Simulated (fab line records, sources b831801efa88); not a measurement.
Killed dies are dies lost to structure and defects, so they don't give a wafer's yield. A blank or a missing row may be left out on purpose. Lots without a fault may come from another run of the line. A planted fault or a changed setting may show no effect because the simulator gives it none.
One fault seen from 2 desks | flow sky130 | each desk has only its own numbers; what lay behind them comes last

THE METROLOGY DESK
What the gauges read, lot by lot, whatever tool the lot ran on: means of the sampled wafers that have a number. A lot is out of limits, marked OUT, if its mean lies more than 4 standard deviations from the usual mean; the brackets give that distance.
Columns: A = FIELD_ISO_OXIDATION_00_THK at SKY_FIELD_ISO_THK_MEAS_02, usual 11.99 nm; B = NWELL_OXIDATION_THK at SKY_NWELL_THK_MEAS_02, usual 10.01 nm; C = NWELL_00_OVL at SKY_NWELL_OVL_MEAS_10, usual 0.6 nm; D = NWELL_TW at SKY_NWELL_TW_MEAS_15, usual 1808
lot  | first seen here | A     | B     | C                       | D
L897 | day 1 12:15     | 11.84 | 10.11 | -0.9                    | 1833
L898 | day 1 16:40     | 11.99 | 10.00 | 0.3                     | 1794
L901 | day 2 07:38     | 12.41 | 9.98  | -1.0                    | 1834
L904 | day 2 22:38     | 12.24 | 10.04 | 1.0                     | 1769
L905 | day 3 03:57     | 12.03 | 9.98  | 142.4 (+99 or more) OUT | 1785
L908 | day 3 21:39     | 12.18 | 10.21 | 142.8 (+99 or more) OUT | 1838
L909 | day 3 23:38     | 12.09 | 10.37 | 140.8 (+99 or more) OUT | 1833
L913 | day 4 19:38     | 11.86 | 9.92  | 0.8                     | 1836
L914 | day 5 00:38     | 11.97 | 9.80  | -0.1                    | 1836
L915 | day 5 05:38     | 12.30 | 10.06 | 1.9                     | 1833
L917 | day 5 16:33     | 12.03 | 10.05 | 0.7                     | 1769
L918 | day 5 21:00     | 12.15 | 9.89  | 2.6                     | 1822
L919 | day 6 02:58     | 12.11 | 10.07 | 2.0                     | 1815
This desk's finding: out of limits on L905, L908, L909; first on L905, day 6 12:32 (NWELL_00_OVL at SKY_NWELL_OVL_MEAS_10). In limits: L897, L898, L901, L904, L913, L914, L915, L917, L918, L919.

THE TOOL OWNER'S DESK: iline_stepper-01
The tool's own readings at SKY_NWELL_EXPOSE_07 (exposes mask NWM, target cd 840 nm): means of the sampled wafers that have a number, for each lot that ran on this tool. A lot is out of limits, marked OUT, if its mean lies more than 4 standard deviations from the usual mean; the brackets give that distance.
Columns: A = stage_vel_mm_s at SKY_NWELL_EXPOSE_07, usual 499.99 mm/s
lot  | first seen here | A
L897 | day 4 03:23     | 500.04
L898 | day 4 06:36     | 499.92
L901 | day 5 00:20     | 500.03
L904 | day 5 19:50     | 500.21
L905 | day 6 04:59     | 500.03
L908 | day 6 16:45     | 499.99
L909 | day 6 19:23     | 500.09
This desk's finding: nothing out of limits on any of the 7 lots.

PUT TOGETHER
The metrology desk could have raised an alarm at day 6 12:32, on L905, L908, L909.
The tool owner's desk saw nothing out of limits.
The tool owner's desk has L905, L908, L909 on record, within its limits.
Of the lots named, all ran SKY_NWELL_EXPOSE_07 on iline_stepper-01.

WHAT THE SIMULATOR HAD PUT IN
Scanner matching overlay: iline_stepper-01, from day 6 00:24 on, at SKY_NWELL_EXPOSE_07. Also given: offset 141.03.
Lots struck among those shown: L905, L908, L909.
Hours from the fault's start to each desk's first reading out of limits: the metrology desk, 12.
